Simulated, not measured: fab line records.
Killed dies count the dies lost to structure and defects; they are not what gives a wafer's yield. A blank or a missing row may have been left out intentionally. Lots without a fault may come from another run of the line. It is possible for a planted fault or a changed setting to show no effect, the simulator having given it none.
Matching of chambers + flow sky130 + rie-diel-03 running SKY_VIA3_ETCH_15: 4 sister chambers
The step etches SiO2 in C4F8/O2/Ar, stops on TiN, target depth 507 nm, time 78 s. 14 wafers are shown with their chamber, then 7 later ones without.

## WAFERS, EACH WITH ITS CHAMBER
| wafer  | chamber | oes-product-au (a.u.) |
|--------|---------|-----------------------|
| L312.1 | 0       | 0.943                 |
| L312.4 | 0       | 0.949                 |
| L312.6 | 3       | 0.945                 |
| L315.1 | 0       | 0.955                 |
| L315.2 | 2       | 0.942                 |
| L315.6 | 3       | 0.948                 |
| L317.2 | 2       | 0.948                 |
| L317.3 | 3       | 0.948                 |
| L317.6 | 0       | 0.944                 |
| L318.1 | 3       | 0.951                 |
| L318.3 | 1       | 0.942                 |
| L318.5 | 1       | 0.946                 |
| L324.2 | 3       | 0.954                 |
| L324.3 | 1       | 0.947                 |

SIGNATURES (means of the wafers above)
| reading        | chamber 0 | chamber 1 | chamber 2 | chamber 3 | scatter within a chamber |
|----------------|-----------|-----------|-----------|-----------|--------------------------|
| oes-product-au | 0.94775   | 0.94500   | 0.94500   | 0.94920   | 0.00412                  |
Rule: a wafer lies at a distance from a chamber equal to the root of the sum of squares, over the readings, of (its reading less the chamber's mean, divided by the reading's scatter). If the next closest chamber is less than 2 further off than the closest, the wafer can't be placed; otherwise it belongs to the closest. The scatter is the square root of a quotient: the sum, over the shown wafers, of each reading's squared deviation from its chamber's mean, divided by wafers minus chambers.

## WAFERS WHOSE CHAMBER IS MISSING
| wafer  | oes-product-au (a.u.) |
|--------|-----------------------|
| L324.4 | 0.941                 |
| L329.3 | 0.950                 |
| L329.4 | 0.940                 |
| L329.5 | 0.938                 |
| L331.2 | 0.946                 |
| L331.3 | 0.947                 |
| L331.4 | 0.952                 |

## CHAMBER TAKEN BY EACH
| wafer  | from the rows above               | in truth |
|--------|-----------------------------------|----------|
| L324.4 | can't be placed: 1 or 2 or 0 or 3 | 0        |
| L329.3 | can't be placed: 3 or 0 or 1 or 2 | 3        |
| L329.4 | can't be placed: 1 or 2 or 0 or 3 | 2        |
| L329.5 | can't be placed: 1 or 2 or 0 or 3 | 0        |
| L331.2 | can't be placed: 1 or 2 or 0 or 3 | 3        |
| L331.3 | can't be placed: 0 or 1 or 2 or 3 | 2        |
| L331.4 | can't be placed: 3 or 0 or 1 or 2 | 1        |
Correct placement for 0 of the 7. Cannot be placed on the basis of these rows: 7; the candidates contain the true chamber in 7. 0 placed wrongly.
